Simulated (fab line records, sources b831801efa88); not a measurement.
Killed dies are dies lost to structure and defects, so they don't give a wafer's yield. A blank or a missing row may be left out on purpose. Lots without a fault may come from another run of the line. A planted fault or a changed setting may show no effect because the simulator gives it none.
fab line records | flow sky130
record lots=12 wafers=36 last_day=50
route steps=708 shown POLY_CUT@319 LI_CONTACT@371 PAD_OPEN@708
lots that met no fault: from a run of the same line without faults
start_h: hours from the record's first day to the start of the lot's first wafer shown | wait_h: hours since the lot's step before | " the same as in the row above | L1.1+2: a row that stands for several wafers | - no value, or no start given | * or withheld: withheld | < > ~ a bound
route shown NAME@n: a module of which the file shows steps, and the number in the route of the first | usual: mean/standard deviation of fault-free wafers | same: alike in all rows | chamber/n: place in a boat | sites: the reading at each site | _std_site: their standard deviation | _edge_site: outer sites' mean less inner sites' | radius_mm: how far each site lies from the wafer's centre | mask NAME#n: copy n | behind: the tool/chamber that last shaped the wafer | hold: why the lot was held/for how many hours/how that ended | device: the transistor (n, p or np) that didn't switch | end of line: the same wafers' tests at the end of the route | a step without rows: its recipe alone | killed: dies lost to structure and defects at the first sort, not the wafer's yield | map: a wafer's dies, x killed, . not, _ none there
set.NAME: the setting as run; set.NAME@STEP: as run at that earlier step | model.NAME: the simulator's own value behind a step, which no gauge read
steps of the route over a sample of lots; a table a step, a row a wafer
services: from which hour (start_h, from the record's first day; less than 0 if before it) a tool's chamber was out of use, for how many hours, and why
## steps
# step SKY_POLY_CUT_STRIP_12
# recipe chemistry=O2/N2 power_w=1400 pressure_mtorr=1500 platen_temp_c=withheld o2_flow_sccm=3000 n2_flow_sccm=300 overash_fraction=0.5
# usual drypump_motor_current_A=5.63/0.28 o2_flow_sccm=3001/9.1 oes_product_au=0.453/0.0042 strip_time_to_endpoint_s=5.367/0.016
# same overash_fraction=0.5
# columns lot.wafer tool chamber start_h wait_h drypump_motor_current_A o2_flow_sccm oes_product_au rf_hours_counter_h strip_time_to_endpoint_s
L839.1 plasma_asher-03 0 556.52 0.0 5.31 2988 0.449 15 5.374
L839.3 " 0 " " 5.32 2995 0.450 - 5.361
L839.5 " 1 " " 5.75 3012 0.457 - 5.373
L840.1 plasma_asher-02 1 575.42 0.0 5.60 3007 0.459 42 5.355
L840.3 " 0 " " 5.32 2998 0.457 - 5.369
L840.4 " 1 " " 5.60 2998 0.449 - 5.379
L841.2 plasma_asher-04 0 577.85 0.0 5.77 2997 0.455 76 5.384
L841.3 " 0 " " 5.72 2990 0.456 - 5.394
L841.4 " 1 " " 6.09 3014 0.454 - 5.388
L842.2 plasma_asher-03 1 583.57 0.0 5.74 3004 0.455 17 5.374
L842.3 " 0 " " 5.30 2998 0.455 - 5.362
L842.5 " 0 " " 5.32 2998 0.450 - 5.362
L849.1 plasma_asher-04 0 643.45 0.0 5.71 3003 0.452 84 5.364
L849.3 " 1 " " 6.09 2994 0.451 - 5.356
L849.4 " 0 " " 5.71 3014 0.455 - 5.361
L852.2 plasma_asher-02 1 672.70 0.0 5.59 2992 0.448 52 5.381
L852.3 " 0 " " 5.29 2994 0.457 - 5.377
L852.5 " 0 " " 5.28 3007 0.448 - 5.390
L854.1 plasma_asher-03 1 700.60 0.0 5.76 3014 0.445 29 5.362
L854.4 " 1 " " 5.73 3014 0.458 - 5.397
L854.6 " 1 " " 5.74 3012 0.449 - 5.368
L858.1 plasma_asher-02 0 733.45 0.0 5.26 3007 0.457 58 5.381
L858.2 " 1 " " 5.60 2996 0.447 58 5.370
L858.6 " 1 " " 5.61 3007 0.445 - 5.358
L860.3 plasma_asher-03 0 735.36 0.1 5.31 3011 0.456 - 5.383
L860.4 " 1 " " 5.79 3001 0.445 - 5.364
L860.5 " 1 " " 5.78 3008 0.448 - 5.370
L859.2 plasma_asher-04 1 738.37 0.0 6.12 2991 0.455 94 5.383
L859.3 " 0 " " 5.76 3001 0.452 - 5.359
L859.5 " 1 " " 6.11 2987 0.452 - 5.372
L861.2 plasma_asher-03 1 757.32 0.0 5.74 3000 0.454 35 5.374
L861.3 " 1 " " 5.73 2993 0.456 - 5.364
L861.4 " 0 " " 5.31 3014 0.454 - 5.377
L862.4 plasma_asher-04 0 762.37 0.1 5.72 3006 0.459 - 5.357
L862.5 " 1 " " 6.06 3008 0.462 - 5.349
L862.6 " 0 " " 5.74 2987 0.448 - 5.341
# step SKY_LI_CONTACT_EXPOSE_09
# recipe mask_id=LICM1 na=0.8 source_shape=annular sigma_inner=0.55 sigma_outer=0.85 target_cd_nm=170 dose_mj=38
# same sigma_inner=0.55 sigma_outer=0.85
# columns lot.wafer tool chamber start_h wait_h mask
L839.1+3+5 krf_scanner-02 0 661.68 - LICM1#0
L840.1+3+4 krf_scanner-01 0 676.26 - LICM1#0
L841.2+3+4 krf_scanner-02 0 678.53 - LICM1#0
L842.2+3+5 krf_scanner-02 0 686.69 - LICM1#0
L849.1+3+4 krf_scanner-02 0 742.48 - LICM1_R1#0
L852.2+3+5 krf_scanner-02 0 771.70 - LICM1#0
L854.1+4+6 krf_scanner-02 0 796.71 - LICM1#0
L858.1+2+6 krf_scanner-01 0 828.68 - LICM1#0
L860.3+4+5 krf_scanner-02 0 831.35 - LICM1#0
L859.2+3+5 krf_scanner-02 0 835.55 - LICM1#0
L861.2+3+4 krf_scanner-02 0 851.50 - LICM1#0
L862.4+5+6 krf_scanner-01 0 857.43 - LICM1#0
# step SKY_LI_CONTACT_CD_MEAS_12
# recipe target_cd_nm=170
# usual cd_nm=170.1/1.4
# columns lot.wafer tool chamber start_h wait_h cd_nm
L839.1 cd_sem-02 - 674.68 - 169.2
L839.3 " - " " 170.1
L839.5 " - " " 169.9
L840.1 cd_sem-02 - 690.73 - 169.8
L840.3 " - " " 167.8
L840.4 " - " " 169.5
L841.2 cd_sem-01 - 693.90 - 172.8
L841.3 " - " " 170.9
L841.4 " - " " 171.4
L842.2 cd_sem-02 - 701.35 - 170.9
L842.3 " - " " 170.6
L842.5 " - " " 171.5
L849.1 cd_sem-02 - 757.77 - 134.5
L849.3 " - " " 135.6
L849.4 " - " " 133.0
L852.2 cd_sem-01 - 786.29 - 168.0
L852.3 " - " " 168.6
L852.5 " - " " 168.9
L854.1 cd_sem-02 - 811.27 - 170.8
L854.4 " - " " 169.2
L854.6 " - " " 170.3
L858.1 cd_sem-02 - 843.12 - 170.8
L858.2 " - " " 172.2
L858.6 " - " " 170.3
L860.3 cd_sem-02 - 844.47 - 172.3
L860.4 " - " " 171.1
L860.5 " - " " 172.3
L859.2 cd_sem-01 - 847.00 - 169.6
L859.3 " - " " 167.8
L859.5 " - " " 168.6
L861.2 cd_sem-01 - 866.54 - 172.1
L861.3 " - " " 170.7
L861.4 " - " " 172.8
L862.4 cd_sem-02 - 871.16 - 169.7
L862.5 " - " " 169.1
L862.6 " - " " 169.1
# step SKY_LI_CONTACT_ETCH_15
# recipe target=PSG chemistry=C4F8/O2/Ar stop_on=Si taper_deg=4.15 mask_material=KrF-thick source_w=1500 bias_w=1200 pressure_mtorr=40 c4f8_flow_sccm=withheld O2_flow_sccm=6 Ar_flow_sccm=300 time_s=withheld target_depth_a=6000
# usual oes_product_au=0.836/0.0043
# columns lot.wafer tool chamber start_h wait_h oes_product_au
L839.1 rie_diel-04 3 674.88 0.0 0.846
L839.3 " 2 " " 0.841
L839.5 " 1 " " 0.832
L840.1 rie_diel-04 3 690.93 0.0 0.832
L840.3 " 1 " " 0.836
L840.4 " 2 " " 0.840
L841.2 rie_diel-04 1 694.08 0.0 0.838
L841.3 " 2 " " 0.826
L841.4 " 3 " " 0.830
L842.2 rie_diel-04 1 701.53 0.0 0.838
L842.3 " 3 " " 0.837
L842.5 " 0 " " 0.831
L849.1 rie_diel-04 2 757.96 0.0 0.834
L849.3 " 0 " " 0.829
L849.4 " 1 " " 0.838
L852.2 rie_diel-04 2 786.46 0.0 0.842
L852.3 " 0 " " 0.833
L852.5 " 2 " " 0.833
L854.1 rie_diel-02 3 811.47 0.0 0.834
L854.4 " 3 " " 0.835
L854.6 " 2 " " 0.838
L858.1 rie_diel-03 1 843.32 0.0 0.837
L858.2 " 0 " " 0.839
L858.6 " 1 " " 0.832
L860.3 rie_diel-03 1 844.63 0.0 0.829
L860.4 " 0 " " 0.833
L860.5 " 2 " " 0.837
L859.2 rie_diel-02 0 847.18 0.0 0.831
L859.3 " 2 " " 0.830
L859.5 " 3 " " 0.839
L861.2 rie_diel-04 1 866.72 0.0 0.837
L861.3 " 3 " " 0.840
L861.4 " 2 " " 0.840
L862.4 rie_diel-04 3 871.30 0.0 0.840
L862.5 " 2 " " 0.833
L862.6 " 3 " " 0.834
# step SKY_LI_CONTACT_STRIP_16
# recipe chemistry=O2/N2 power_w=1400 pressure_mtorr=1500 platen_temp_c=withheld o2_flow_sccm=3000 n2_flow_sccm=300 overash_fraction=0.5
# usual drypump_motor_current_A=5.67/0.28 o2_flow_sccm=2999/8.9 oes_product_au=0.375/0.0048 strip_time_to_endpoint_s=3.504/0.029
# same overash_fraction=0.5
# columns lot.wafer tool chamber start_h wait_h drypump_motor_current_A o2_flow_sccm oes_product_au rf_hours_counter_h strip_time_to_endpoint_s
L839.1 plasma_asher-03 0 674.97 - 5.29 2998 0.367 27 3.507
L839.3 " 0 " " 5.31 2996 0.377 - 3.528
L839.5 " 0 " " 5.30 3015 0.375 - 3.494
L840.1 plasma_asher-03 1 691.02 - 5.77 2993 0.370 28 3.507
L840.3 " 0 " " 5.30 2996 0.374 - 3.462
L840.4 " 1 " " 5.74 3013 0.370 - 3.466
L841.2 plasma_asher-03 1 694.17 - 5.74 3011 0.368 28 3.472
L841.3 " 0 " " 5.33 3005 0.372 - 3.464
L841.4 " 1 " " 5.72 2995 0.376 - 3.491
L842.2 plasma_asher-04 1 701.62 - 6.10 2984 0.364 90 3.500
L842.3 " 0 " " 5.80 2992 0.364 - 3.561
L842.5 " 1 " " 6.14 2983 0.371 - 3.468
L849.1 plasma_asher-03 0 758.05 - 5.31 3001 0.374 35 3.505
L849.3 " 1 " " 5.73 3006 0.370 - 3.461
L849.4 " 0 " " 5.31 2998 0.367 - 3.477
L852.2 plasma_asher-03 0 786.55 - 5.31 3018 0.379 38 3.486
L852.3 " 1 " " 5.76 2995 0.376 - 3.489
L852.5 " 1 " " 5.76 2988 0.375 - 3.492
L854.1 plasma_asher-04 1 811.55 - 6.09 2996 0.374 100 3.505
L854.4 " 0 " " 5.79 3007 0.375 - 3.489
L854.6 " 1 " " 6.10 3000 0.367 - 3.474
L858.1 plasma_asher-04 1 843.40 - 6.11 2978 0.373 103 3.484
L858.2 " 0 " " 5.78 2993 0.373 103 3.487
L858.6 " 1 " " 6.12 2982 0.383 - 3.485
L860.3 plasma_asher-03 0 844.75 - 5.30 3019 0.375 - 3.512
L860.4 " 1 " " 5.74 3001 0.374 - 3.506
L860.5 " 1 " " 5.75 3005 0.378 - 3.532
L859.2 plasma_asher-02 0 847.27 - 5.31 2979 0.372 70 3.540
L859.3 " 0 " " 5.27 2996 0.377 - 3.544
L859.5 " 1 " " 5.59 2993 0.376 - 3.539
L861.2 plasma_asher-04 1 866.80 - 6.07 2984 0.371 106 3.519
L861.3 " 0 " " 5.76 3017 0.381 - 3.552
L861.4 " 1 " " 6.08 2983 0.385 - 3.564
L862.4 plasma_asher-04 1 871.42 - 6.13 2977 0.371 - 3.529
L862.5 " 1 " " 6.10 3006 0.370 - 3.488
L862.6 " 0 " " 5.72 2992 0.373 - 3.525
# step SKY_PAD_OPEN_PROBE_99
# usual killed_at_M0_to_M3=43/6.9 killed_at_M4_up=3.1/1.9 killed_at_contacts=24/5.4 killed_at_front_end=14/4.3 killed_at_other=0.3/0.53 killed_dies=84/9.5 killed_on_rim=16/4.1 killed_open=46/6.8 killed_short=38/6
# same gross_dies=492 killed_at_back_side=0
# columns lot.wafer tool chamber start_h wait_h killed_at_M0_to_M3 killed_at_M4_up killed_at_contacts killed_at_front_end killed_at_other killed_dies killed_on_rim killed_open killed_short
L849.1 prober-02 - 1133.90 0.1 32 4 352 16 0 404 52 47 34
L849.3 prober-02 - 1134.00 0.2 44 5 342 15 0 406 46 51 43
L849.4 prober-02 - 1134.05 0.2 55 2 338 11 1 407 51 57 45
# killed by level:class
L849.1 LI_CONTACT:area_expose=323 LI_CONTACT:geometric_particle:open=13 CONTACT:geometric_particle:open=8 VIA1:geometric_particle:open=8 METAL1:geometric_particle:open=5 METAL1:geometric_particle:short=5 POLY_GATE:geometric_particle:short=4 METAL2:geometric_particle:short=4
L849.3 LI_CONTACT:area_expose=312 VIA1:geometric_particle:open=12 LI_CONTACT:geometric_particle:open=11 CONTACT:geometric_particle:open=7 METAL1:geometric_particle:short=7 FIELD_ISO:geometric_particle:short=4 CONTACT:geometric_particle:short=4 POLY_GATE:geometric_particle:short=4
L849.4 LI_CONTACT:area_expose=305 VIA1:geometric_particle:open=10 LI_CONTACT:geometric_particle:open=9 VIA3:geometric_particle:open=7 CONTACT:geometric_particle:open=7 CONTACT:geometric_particle:short=6 METAL1:geometric_particle:short=6 METAL2:geometric_particle:short=6
## services
# columns tool chamber start_h hours kind
plasma_asher-02 - 538.81 0.7 repair
krf_scanner-02 - 544.46 1.0 pm
plasma_asher-04 - 562.29 14.6 pm
krf_scanner-02 - 567.35 0.8 pm
krf_scanner-01 - 581.12 0.8 pm
rie_diel-04 - 590.31 0.6 repair
krf_scanner-01 - 603.59 18.3 repair
plasma_asher-04 - 616.74 0.7 repair
krf_scanner-02 - 624.78 0.2 repair
rie_diel-04 1 631.02 8.9 repair
krf_scanner-02 - 667.96 1.3 pm
krf_scanner-02 - 713.46 1.0 pm
krf_scanner-02 - 719.63 4.4 pm
krf_scanner-02 - 736.15 0.8 pm
plasma_asher-04 - 753.21 0.8 repair
krf_scanner-02 - 774.26 4.0 pm
plasma_asher-03 - 801.79 5.6 repair
rie_diel-04 3 821.35 2.6 repair
krf_scanner-02 - 825.20 3.6 pm
krf_scanner-02 - 842.87 1.3 pm
rie_diel-04 1 852.33 9.6 repair
plasma_asher-03 - 854.29 2.8 pm
rie_diel-04 - 858.91 2.8 pm
plasma_asher-02 - 870.63 9.2 repair
## key
first_sign step=SKY_LI_CONTACT_EXPOSE_09 reading=mask direction=changed
effect step=SKY_LI_CONTACT_CD_MEAS_12 reading=cd_nm direction=down sigmas=26 usual=170.1 struck=134.4
effect step=SKY_PAD_OPEN_PROBE_99 reading=killed_at_contacts direction=up sigmas=60 usual=24 struck=344
more_kills_born_at SKY_LI_CONTACT_EXPOSE_09@krf_scanner-02=940
met_at SKY_LI_CONTACT_EXPOSE_09
struck_lots L849
later_rows_left_out L849.1,L849.3,L849.4
tester_left_out L849
not_acting_at SKY_POLY_CUT_STRIP_12,SKY_LI_CONTACT_ETCH_15,SKY_LI_CONTACT_STRIP_16
onset_between 686.69 742.48
fault kind=wrong_mask tool=any chamber=- onset_h=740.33 steps=SKY_LI_CONTACT_EXPOSE_09 aux_copy=LICM1_R1#0 cd_offset_nm=-34 scope=struck_lots_only
# tester_left_out: of these lots the tester's yield and bins aren't shown, on N5 and GAA mostly nor the transistor test; their killed dies are dies lost to structure and defects alone, not to doping, threshold or leakage, so they don't give the yield
# later_rows_left_out: the simulator's readings of these wafers behind a module that went badly wrong aren't trusted and aren't shown, but for the sort
